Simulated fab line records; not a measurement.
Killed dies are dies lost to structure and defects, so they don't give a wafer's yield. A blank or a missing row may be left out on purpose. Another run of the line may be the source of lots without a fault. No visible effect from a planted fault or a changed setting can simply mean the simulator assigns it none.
A struck lot beside a sound one	flow gf180mcu	18 steps out of a route of 602
Sound: the wafers L776.1, L776.2, L776.6. The struck wafers were L771.1, L771.2, L771.6. At the end, the cause is stated.
At each step with rows: each side's tool, then ch and its chambers, then its first start. Under that, the readings that differ: sound wafers	struck wafers	difference of the means	sigmas: that difference in standard deviations of wafers without a fault.
alike: words and numbers the same on both sides, and readings whose means are apart by under 2 such deviations; not compared: readings that were withheld, readings missing a value for some wafer, numbers with overlapping values and no deviation given by the record, and bounds like >300 which may hide the same value.
Wherever a step has rows on one side only, a row that says differs or no value, or a row with sigmas, the two part there. Non-overlapping numbers with no deviation appear without sigmas and do not part them. A reading missing from all wafers of one side parts the sides only when that side holds two or more wafers.

GF_POLY_GATE_OVL_MEAS_11:
  sound on overlay-01 at day 13 01:49; struck on overlay-02 at day 11 19:26
  alike: POLY_GATE_OVL
GF_POLY_GATE_ETCH_12: etches BARC in N2/H2.
  sound on rie_diel-04 ch 0,2, day 13 01:50; struck on rie_diel-02 ch 2,3, day 11 19:28
  alike: drypump_motor_current_A, oes_product_au, throttle_valve_pct
GF_POLY_GATE_ETCH_13: etches poly-Si in HBr/Cl2, stops on SiO2, target depth 198.5 nm, time 69.6 s.
  sound on rie_si-02 ch 1,2, day 13 01:53; struck on rie_si-01 ch 0,1,2, day 11 19:31
  alike: drypump_motor_current_A, oes_product_au, throttle_valve_pct
  not compared: rf_hours_counter_h
GF_POLY_GATE_STRIP_14: strips in O2/N2.
  sound on plasma_asher-01 ch 0,1, day 13 01:57; struck on plasma_asher-03 ch 0,1, day 11 19:35
reading	sound	struck	difference	sigmas
drypump_motor_current_A (A)	5.3 5.4 5.4	6.1 6.6 6.1	+0.9	+2
  alike: heater_power_w, oes_product_au
  not compared: rf_hours_counter_h
then, 2 steps without rows for these wafers: GF_POLY_GATE_CLEAN_15 (cleans in SC1/SC2, time 150 s); GF_POLY_GATE_OXIDATION_16 (stabilise 600 s, purge 300 s, target thk 4 nm).
GF_POLY_GATE_THK_MEAS_17:
  sound on film_metro-04 at day 13 03:21; struck on film_metro-02 at day 11 20:59
  alike: POLY_GATE_OXIDATION_THK
GF_POLY_GATE_CD_MEAS_18:
  sound on cd_sem-02 at day 13 03:25; struck on cd_sem-02 at day 11 21:02
  alike: cd_nm
then, 4 steps without rows for these wafers: GF_HV_LDD_DEHYDRATE_00 (time 60 s); GF_HV_LDD_HMDS_01 (prime time 60 s); GF_HV_LDD_COAT_02 (resist thk 1000 nm); GF_HV_LDD_SOFTBAKE_03 (time 60 s).
GF_HV_LDD_EXPOSE_04: exposes mask Nplus LV AREA, target cd 400 nm.
  sound on iline_stepper-02 ch 0, day 13 13:01; struck on iline_stepper-01 ch 0, day 12 07:05
reading	sound	struck	difference	sigmas
model.HV_LDD.overlay_x_nm (nm)	0.2918 0.2918 0.2918	160.9 160.9 160.9	+160.6	
  alike: mask
then, 2 steps without rows for these wafers: GF_HV_LDD_PEB_05; GF_HV_LDD_DEVELOP_06 (develop time 60 s).
GF_HV_LDD_CD_MEAS_07 targets a cd of 400 nm.
  sound on cd_sem-02 at day 13 23:46; struck on cd_sem-01 at day 12 15:53
  alike: cd_nm
GF_HV_LDD_OVL_MEAS_08:
  sound on overlay-01 at day 13 23:53; struck on overlay-01 at day 12 16:15
reading	sound	struck	difference	sigmas
HV_LDD_OVL (nm)	0.7 0.9 1.7	162.4 162.6 162.6	+161.4	+99 or more
  not compared: hold
after that, 1 step had no rows for these wafers: GF_PASSIVATION_PROBE_99.

== WHERE THEY PART ==
Last at GF_HV_LDD_OVL_MEAS_08 as far as this record goes, first at GF_POLY_GATE_STRIP_14.

WHY: the cause the simulator had injected
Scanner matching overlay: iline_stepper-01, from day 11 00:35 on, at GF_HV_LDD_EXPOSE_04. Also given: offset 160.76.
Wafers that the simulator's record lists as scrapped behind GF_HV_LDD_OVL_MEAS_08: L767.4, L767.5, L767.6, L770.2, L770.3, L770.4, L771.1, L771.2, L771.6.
